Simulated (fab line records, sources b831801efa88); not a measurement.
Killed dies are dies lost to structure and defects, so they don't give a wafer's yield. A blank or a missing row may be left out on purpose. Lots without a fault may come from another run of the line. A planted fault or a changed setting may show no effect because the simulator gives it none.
fab line records | flow sky130
record lots=5 wafers=15 last_day=49
route steps=708 shown METAL1@448 VIA1@458 PAD_OPEN@708
lots that met no fault: from a run of the same line without faults
start_h: hours from the record's first day to the start of the lot's first wafer shown | wait_h: hours since the lot's step before | " the same as in the row above | L1.1+2: a row that stands for several wafers | - no value, or no start given | * or withheld: withheld | < > ~ a bound
route shown NAME@n: a module of which the file shows steps, and the number in the route of the first | usual: mean/standard deviation of fault-free wafers | same: alike in all rows | chamber/n: place in a boat | sites: the reading at each site | _std_site: their standard deviation | _edge_site: outer sites' mean less inner sites' | radius_mm: how far each site lies from the wafer's centre | mask NAME#n: copy n | behind: the tool/chamber that last shaped the wafer | hold: why the lot was held/for how many hours/how that ended | device: the transistor (n, p or np) that didn't switch | end of line: the same wafers' tests at the end of the route | a step without rows: its recipe alone | killed: dies lost to structure and defects at the first sort, not the wafer's yield | map: a wafer's dies, x killed, . not, _ none there
set.NAME: the setting as run; set.NAME@STEP: as run at that earlier step | model.NAME: the simulator's own value behind a step, which no gauge read
lots at some steps of the route; a table a step, a row a wafer
services: from which hour (start_h, from the record's first day; less than 0 if before it) a tool's chamber was out of use, for how many hours, and why
## steps
# step SKY_METAL1_DEVELOP_14
# recipe develop_time_s=60 resist=KrF-thick dev_temp_c=21
# step SKY_METAL1_DESCUM_17
# recipe chemistry=O2 source_power_w=150 bias_power_w=0 pressure_mtorr=10 temp_c=40 time_s=8
# step SKY_METAL1_ETCH_18
# recipe chemistry=N2/H2 target=BARC ion_energy_ev=200 bias_w=100 pressure_mtorr=30 n2_flow_sccm=100 h2_flow_sccm=200 icp_w=500 stop_on=SiO2 time_s=45.9 target_depth_a=600
# step SKY_METAL1_METAL_ETCH_19
# recipe target_depth_a=3600 stop_on=SiO2 over_etch_frac=0.3 time_s=78 chemistry=Cl2/BCl3 resist_sidewall_deg=88 pressure_mtorr=10 icp_w=900 bias_w=48.5 Cl2_flow_sccm=60 bcl3_flow_sccm=30
# step SKY_METAL1_STRIP_20
# recipe chemistry=O2/N2 power_w=1400 pressure_mtorr=1500 platen_temp_c=withheld o2_flow_sccm=3000 n2_flow_sccm=300 overash_fraction=0.5
# step SKY_METAL1_STRIP_21
# recipe chemistry=post_etch_residue_remover time_s=1200 temp_c=72.5
# step SKY_METAL1_CLEAN_22
# recipe chemistry=IPA time_s=180 temp_c=25
# step SKY_METAL1_CLEAN_23
# recipe chemistry=O3/DIW dry=n2_spin
# step SKY_VIA1_HDPCVD_00
# recipe material=SiO2 target_thk_nm=1030 sigma_open_frac=0.3 time_s=171.7 temp_c=400 sih4_flow_sccm=60 pressure_mtorr=6
# step SKY_VIA1_CMP_02
# recipe material=SiO2 down_force_psi=4 platen_rpm=60 pad_velocity_m_s=0.94248
# usual edge_zone_pressure_frac=0.999/0.0049 head_pressure_psi=4.000/0.0094 motor_current_A=12.4/1 slurry_flow_ml_min=149.9/0.48
# columns lot.wafer tool chamber start_h wait_h edge_zone_pressure_frac head_pressure_psi motor_current_A slurry_flow_ml_min model.SiO2_of_VIA1_HDPCVD_00.thk_nm
L319.4 cmp-01 0 794.81 0.0 0.991 4.013 12.8 151.2 343.5
L319.3 " 2 " " 1.007 4.015 14.1 149.7 343.9
L319.1 " 3 " " 0.996 4.002 12.6 150.6 343.5
L323.4 cmp-01 3 832.26 0.2 - - - - 1057
L323.2 " 0 " " - - - - 1036
L323.3 " 1 " " - - - - 1054
L324.2 cmp-01 1 832.72 0.1 - - - - 1029
L324.4 " 3 " " - - - - 1044
L324.5 " 1 " " - - - - 1024
L326.2 cmp-01 3 833.76 0.0 - - - - 1040
L326.3 " 0 " " - - - - 1038
L326.5 " 0 " " - - - - 1041
L330.1 cmp-01 2 891.22 0.1 1.000 3.977 13.6 150.3 344.7
L330.2 " 0 " " 1.001 3.989 13.0 149.9 343.6
L330.5 " 3 " " 1.003 4.005 13.1 150.6 344.1
# step SKY_VIA1_BOW_MEAS_03
# recipe mode=bow
# usual VIA1_BOW=80/6.7
# columns lot.wafer tool chamber start_h wait_h VIA1_BOW[um]
L319.1 film_metro-04 - 795.11 0.1 90
L319.3 " - " " 77
L319.4 " - " " 87
L323.2 film_metro-04 - 832.58 0.2 110
L323.3 " - " " 106
L323.4 " - " " 108
L324.2 film_metro-01 - 832.99 0.2 117
L324.4 " - " " 116
L324.5 " - " " 115
L326.2 film_metro-03 - 834.08 0.3 119
L326.3 " - " " 106
L326.5 " - " " 121
L330.1 film_metro-01 - 891.52 0.2 75
L330.2 " - " " 73
L330.5 " - " " 82
# step SKY_VIA1_DEHYDRATE_04
# recipe temp_c=200 time_s=60
# step SKY_VIA1_HMDS_05
# recipe prime_time_s=60 prime_temp_c=120
# step SKY_VIA1_COAT_06
# recipe resist=BARC temp_c=withheld time_s=withheld spin_rpm=3000 resist_thk_nm=60.49
# step SKY_VIA1_COAT_07
# recipe resist=KrF-thick spin_rpm=3000 resist_thk_nm=450
# step SKY_VIA1_SOFTBAKE_08
# recipe temp_c=100 time_s=90 resist=KrF-thick
# step SKY_VIA1_EXPOSE_09
# recipe mask_id=VIM na=0.8 source_shape=annular sigma_inner=0.55 sigma_outer=0.85 target_cd_nm=150 dose_mj=38
# step SKY_VIA1_PEB_10
# recipe peb_temp_c=withheld peb_time_s=withheld resist=KrF-thick
# step SKY_VIA1_DEVELOP_11
# recipe develop_time_s=60 resist=KrF-thick dev_temp_c=21
# step SKY_VIA1_ETCH_14
# recipe chemistry=N2/H2 target=BARC ion_energy_ev=200 source_w=500 bias_w=100 pressure_mtorr=30 n2_flow_sccm=100 h2_flow_sccm=200 stop_on=SiO2 time_s=45.9 target_depth_a=600
# step SKY_VIA1_ETCH_15
# recipe target=SiO2 chemistry=C4F8/O2/Ar target_depth_nm=351 stop_on=TiN mask_material=KrF-thick source_w=1500 bias_w=1200 pressure_mtorr=40 c4f8_flow_sccm=withheld O2_flow_sccm=6 Ar_flow_sccm=300 time_s=54
# usual oes_product_au=0.981/0.0063
# columns lot.wafer tool chamber start_h wait_h oes_product_au rf_hours_counter_h model.etch.depth_nm model.VIA1.feature_depth_nm
L319.1 rie_diel-01 0 822.67 0.0 0.981 9 343.5 343.5
L319.3 " 1 " " 0.974 26 338.8 338.8
L319.4 " 0 " " 0.981 - 343.5 343.5
L323.2 rie_diel-02 2 858.47 0.0 1.620 9 348.8 348.8
L323.3 " 0 " " 1.645 22 354.8 354.8
L323.4 " 1 " " 1.647 - 358 358
L324.2 rie_diel-04 0 859.12 0.0 1.614 4 348.6 348.6
L324.4 " 2 " " 1.630 12 352.6 352.6
L324.5 " 0 " " 1.633 - 352.2 352.2
L326.2 rie_diel-01 2 860.03 0.0 1.647 7 357.2 357.2
L326.3 " 0 " " 1.684 10 367.6 367.6
L326.5 " 2 " " 1.634 - 354.4 354.4
L330.1 rie_diel-01 3 914.83 0.0 0.974 19 344.6 344.6
L330.2 " 1 " " 0.982 1 343.6 343.6
L330.5 " 0 " " 0.988 - 344.1 344.1
# step SKY_VIA1_STRIP_16
# recipe chemistry=O2/N2 power_w=1400 pressure_mtorr=1500 platen_temp_c=withheld o2_flow_sccm=3000 n2_flow_sccm=300 overash_fraction=0.5
# step SKY_VIA1_STRIP_17
# recipe chemistry=post_etch_residue_remover time_s=1200 temp_c=72.5
# step SKY_VIA1_CLEAN_18
# recipe chemistry=IPA time_s=180 temp_c=25
# step SKY_VIA1_CLEAN_19
# recipe chemistry=O3/DIW dry=n2_spin
# step SKY_VIA1_SPUTTER_20
# recipe material=TiN target_thk_nm=20 chamber_pressure_pa=5 power_w=4000 time_s=80
# step SKY_VIA1_CVD_21
# recipe material=W target_thk_nm=270 time_s=80.902 temp_c=400 pressure_torr=40
# step SKY_VIA1_CMP_24
# recipe stop_on=SiO2 t_overpolish_s=15 down_force_psi=3.5 platen_rpm=60 target_thk_nm=0 pad_velocity_m_s=0.94248
# usual edge_zone_pressure_frac=1.000/0.0054 head_pressure_psi=3.500/0.0078 motor_current_A=11.2/1 slurry_flow_ml_min=150.0/0.44
# columns lot.wafer tool chamber start_h wait_h edge_zone_pressure_frac head_pressure_psi motor_current_A slurry_flow_ml_min model.SiO2_of_VIA1_HDPCVD_00.thk_nm
L319.4 cmp-01 0 824.02 0.3 0.996 3.499 11.5 150.4 340.4
L319.1 " 1 " " 0.998 3.494 10.7 149.1 340.3
L319.3 " 2 " " 0.990 3.498 12.0 149.9 340.7
L323.3 cmp-01 0 859.44 0.0 0.996 3.499 11.8 150.4 1051
L323.2 " 1 " " 1.001 3.497 10.7 150.3 1033
L323.4 " 3 " " 0.994 3.501 11.4 150.6 1054
L324.2 cmp-02 1 860.09 0.0 1.003 3.500 12.2 150.3 1026
L324.4 " 0 " " 0.995 3.501 10.9 149.8 1041
L324.5 " 2 " " 1.009 3.491 11.5 150.0 1021
L326.3 cmp-01 2 861.05 0.1 0.995 3.509 12.7 150.4 1034
L326.2 " 0 " " 0.999 3.493 12.1 150.3 1037
L326.5 " 1 " " 1.003 3.507 10.3 150.8 1038
L330.1 cmp-02 1 915.90 0.1 1.005 3.501 12.4 150.1 341.5
L330.2 " 2 " " 1.007 3.509 11.1 150.1 340.5
L330.5 " 3 " " 1.000 3.507 9.6 149.9 341
# step SKY_PAD_OPEN_PROBE_99
# usual defect_limited_yield=82.6/1.9 killed_at_M0_to_M3=43/7.2 killed_at_M4_up=3.5/2 killed_at_contacts=24/5.2 killed_at_front_end=15/4.4 killed_at_other=0.2/0.48 killed_dies=85/9.4 killed_on_rim=16/3.7 killed_open=46/7.3 killed_short=39/6.1 sort_bin_3_pad_short=0.8/0.37 sort_bin_5_function=10.2/1.4 sort_bin_6_memory=6.3/1.1 sort_n_pass=407/9.4 sort_yield_pct=82.6/1.9
# same gross_dies=492 killed_at_back_side=0 sort_bin_4_leakage[%]=0 sort_bin_8_speed[%]=0
# columns lot.wafer tool chamber start_h wait_h defect_limited_yield[%] killed_at_M0_to_M3 killed_at_M4_up killed_at_contacts killed_at_front_end killed_at_other killed_dies killed_on_rim killed_open killed_short sort_bin_3_pad_short[%] sort_bin_5_function[%] sort_bin_6_memory[%] sort_n_pass sort_yield_pct[%]
L319.1 prober-02 - 1102.22 0.1 83.5 43 3 17 18 0 81 12 44 37 0.2 9.1 7.1 411 83.5
L319.3 prober-02 - 1102.32 0.2 85.6 33 5 26 7 0 71 12 43 28 1.2 6.3 6.9 421 85.6
L319.4 prober-02 - 1102.37 0.2 81.1 53 2 26 12 0 93 25 52 41 0.6 12.2 6.1 399 81.1
L324.2 prober-01 - 1125.70 0.1 0 438 6 29 19 0 492 96 44 51 0.8 92.3 6.9 0 0
L324.4 prober-01 - 1125.80 0.2 0 455 2 28 7 0 492 96 38 30 0.6 94.9 4.5 0 0
L323.2 prober-01 - 1127.20 0.1 0 448 4 28 12 0 492 96 43 32 0.4 94.7 4.9 0 0
L323.3 prober-01 - 1127.25 0.2 0 457 5 19 10 1 492 96 36 39 1.2 93.5 5.3 0 0
L323.4 prober-01 - 1127.30 0.2 0 457 3 18 14 0 492 96 42 35 0.6 94.3 5.1 0 0
L326.2 prober-02 - 1127.20 0.1 0 454 7 21 10 0 492 96 37 46 0.8 92.9 6.3 0 0
L326.3 prober-02 - 1127.25 0.2 0 459 3 18 12 0 492 96 42 28 0.8 92.7 6.5 0 0
L326.5 prober-02 - 1127.35 0.2 0 452 2 17 21 0 492 96 33 34 0.4 94.5 5.1 0 0
# killed by level:class
L319.1 FIELD_ISO:geometric_particle:open=9 VIA3:geometric_particle:open=9 CONTACT:geometric_particle:open=7 VIA3:geometric_particle:short=7 METAL1:geometric_particle:short=6 VIA1:geometric_particle:open=6 LI_CONTACT:geometric_particle:open=5 VIA2:geometric_particle:open=4
L319.3 VIA1:geometric_particle:open=10 CONTACT:geometric_particle:open=9 LI_CONTACT:geometric_particle:open=6 CONTACT:geometric_particle:short=5 VIA1:geometric_particle:short=5 LI_CONTACT:geometric_particle:short=4 VIA3:geometric_particle:open=4 VIA2:geometric_particle:open=4
L319.4 VIA3:geometric_particle:open=10 VIA1:geometric_particle:open=10 CONTACT:geometric_particle:open=9 METAL1:geometric_particle:short=8 LI_CONTACT:geometric_particle:open=8 LOCAL_INTERCONNECT:geometric_particle:short=6 VIA2:geometric_particle:open=6 METAL3:geometric_particle:short=5
L324.2 VIA1:area_cmp=397 VIA2:geometric_particle:open=12 FIELD_ISO:geometric_particle:short=10 VIA3:geometric_particle:open=8 LI_CONTACT:geometric_particle:open=7 CONTACT:geometric_particle:open=7 CONTACT:geometric_particle:short=6 LI_CONTACT:geometric_particle:short=5
L324.4 VIA1:area_cmp=424 LI_CONTACT:geometric_particle:open=10 CONTACT:geometric_particle:short=6 METAL1:geometric_particle:short=6 VIA2:geometric_particle:open=6 CONTACT:geometric_particle:open=5 VIA3:geometric_particle:open=5 VIA1:geometric_particle:short=4
L323.2 VIA1:area_cmp=417 CONTACT:geometric_particle:open=10 LI_CONTACT:geometric_particle:open=9 METAL2:geometric_particle:short=6 METAL1:geometric_particle:short=5 VIA1:geometric_particle:open=5 VIA2:geometric_particle:open=5 VIA3:geometric_particle:open=5
L326.2 VIA1:area_cmp=409 VIA2:geometric_particle:open=12 METAL2:geometric_particle:short=9 CONTACT:geometric_particle:open=6 METAL4:geometric_particle:short=6 LOCAL_INTERCONNECT:geometric_particle:short=5 VIA1:geometric_particle:open=5 METAL1:geometric_particle:short=4
L323.3 VIA1:area_cmp=417 METAL1:geometric_particle:short=8 VIA1:geometric_particle:open=7 CONTACT:geometric_particle:open=7 VIA1:geometric_particle:short=4 METAL2:geometric_particle:short=4 VIA2:geometric_particle:open=4 FIELD_ISO:geometric_particle:short=3
L326.3 VIA1:area_cmp=422 VIA1:geometric_particle:open=11 CONTACT:geometric_particle:open=8 METAL1:geometric_particle:short=5 POLY_GATE:geometric_particle:open=4 METAL2:geometric_particle:short=4 LI_CONTACT:geometric_particle:open=4 FIELD_ISO:geometric_particle:open=3
L323.4 VIA1:area_cmp=415 CONTACT:geometric_particle:open=9 VIA1:geometric_particle:open=9 VIA3:geometric_particle:open=8 METAL1:geometric_particle:short=5 METAL2:geometric_particle:short=5 LOCAL_INTERCONNECT:geometric_particle:short=4 VIA1:geometric_particle:short=4
L326.5 VIA1:area_cmp=425 CONTACT:geometric_particle:open=9 FIELD_ISO:geometric_particle:open=8 POLY_GATE:geometric_particle:short=6 METAL1:geometric_particle:short=4 METAL2:geometric_particle:short=4 SPACER:geometric_particle:short=3 CONTACT:geometric_particle:short=3
# map L323.2 (x killed, . not)
__________xxxxxxxxxx_________
________xxxxxxxxxxxxxx_______
______xxxxxxxxxxxxxxxxxx_____
_____xxxxxxxxxxxxxxxxxxxx____
____xxxxxxxxxxxxxxxxxxxxxx___
___xxxxxxxxxxxxxxxxxxxxxxxx__
__xxxxxxxxxxxxxxxxxxxxxxxxxx_
_xxxxxxxxxxxxxxxxxxxxxxxxxxxx
_xxxxxxxxxxxxxxxxxxxxxxxxxxxx
_xxxxxxxxxxxxxxxxxxxxxxxxxxxx
_xxxxxxxxxxxxxxxxxxxxxxxxxxxx
_xxxxxxxxxxxxxxxxxxxxxxxxxxxx
_xxxxxxxxxxxxxxxxxxxxxxxxxxxx
_xxxxxxxxxxxxxxxxxxxxxxxxxxxx
_xxxxxxxxxxxxxxxxxxxxxxxxxxxx
__xxxxxxxxxxxxxxxxxxxxxxxxxx_
___xxxxxxxxxxxxxxxxxxxxxxxx__
____xxxxxxxxxxxxxxxxxxxxxx___
_____xxxxxxxxxxxxxxxxxxxx____
______xxxxxxxxxxxxxxxxxx_____
________xxxxxxxxxxxxxx_______
__________xxxxxxxxxx_________
# map L324.2 (x killed, . not)
__________xxxxxxxxxx_________
________xxxxxxxxxxxxxx_______
______xxxxxxxxxxxxxxxxxx_____
_____xxxxxxxxxxxxxxxxxxxx____
____xxxxxxxxxxxxxxxxxxxxxx___
___xxxxxxxxxxxxxxxxxxxxxxxx__
__xxxxxxxxxxxxxxxxxxxxxxxxxx_
_xxxxxxxxxxxxxxxxxxxxxxxxxxxx
_xxxxxxxxxxxxxxxxxxxxxxxxxxxx
_xxxxxxxxxxxxxxxxxxxxxxxxxxxx
_xxxxxxxxxxxxxxxxxxxxxxxxxxxx
_xxxxxxxxxxxxxxxxxxxxxxxxxxxx
_xxxxxxxxxxxxxxxxxxxxxxxxxxxx
_xxxxxxxxxxxxxxxxxxxxxxxxxxxx
_xxxxxxxxxxxxxxxxxxxxxxxxxxxx
__xxxxxxxxxxxxxxxxxxxxxxxxxx_
___xxxxxxxxxxxxxxxxxxxxxxxx__
____xxxxxxxxxxxxxxxxxxxxxx___
_____xxxxxxxxxxxxxxxxxxxx____
______xxxxxxxxxxxxxxxxxx_____
________xxxxxxxxxxxxxx_______
__________xxxxxxxxxx_________
## services
# columns tool chamber start_h hours kind
cmp-02 - 778.03 1.2 repair
cmp-02 - 787.16 1.4 repair
rie_diel-02 1 795.73 - clean
rie_diel-02 1 795.73 14.3 scheduled_down
rie_diel-02 1 795.73 14.3 vent_cycle
rie_diel-01 2 806.97 22.0 repair
rie_diel-04 1 807.96 1.3 repair
cmp-02 - 817.41 0.7 repair
cmp-02 - 822.45 20.0 pm
rie_diel-01 1 840.52 - clean
rie_diel-01 1 840.52 23.4 scheduled_down
rie_diel-01 1 840.52 23.4 vent_cycle
rie_diel-02 3 842.19 - clean
rie_diel-02 3 842.19 24.1 scheduled_down
rie_diel-02 3 842.19 24.1 vent_cycle
rie_diel-04 2 846.26 4.9 repair
rie_diel-04 - 849.29 0.1 repair
cmp-02 - 876.03 6.0 pm
rie_diel-02 3 892.39 8.7 repair
cmp-01 - 912.13 4.0 pm
rie_diel-01 2 913.43 1.4 repair
## key
first_sign step=SKY_VIA1_CMP_02 reading=tool_record direction=missing
effect step=SKY_VIA1_BOW_MEAS_03 reading=VIA1_BOW direction=up sigmas=5 usual=80 struck=113
effect step=SKY_VIA1_ETCH_15 reading=oes_product_au direction=up sigmas=99+ usual=0.981 struck=1.639
effect step=SKY_PAD_OPEN_PROBE_99 reading=sort_bin_5_function direction=up sigmas=60 usual=10.2 struck=93.7
model_effect step=SKY_VIA1_CMP_02 value=SiO2_of_VIA1_HDPCVD_00.thk_nm without=344.4 struck=1040
model_effect step=SKY_VIA1_ETCH_15 value=etch.depth_nm without=344.4 struck=354.9
model_effect step=SKY_VIA1_CMP_24 value=SiO2_of_VIA1_HDPCVD_00.thk_nm without=341.2 struck=1037
more_kills_born_at SKY_VIA1_CMP_02@cmp-01=3306
met_at SKY_VIA1_CMP_02
struck_wafers L323.2,L323.3,L323.4,L324.2,L324.4,L324.5,L326.2,L326.3,L326.5
later_rows_left_out L323.2,L323.3,L323.4,L324.2,L324.4,L324.5,L326.2,L326.3,L326.5
onset_between 794.81 832.26
fault kind=skipped_step_whole tool=cmp-01 chamber=- onset_h=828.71 steps=SKY_VIA1_CMP_02 scope=struck_lots_only
# later_rows_left_out: the simulator's readings of these wafers behind a module that went badly wrong aren't trusted and aren't shown, but for the sort
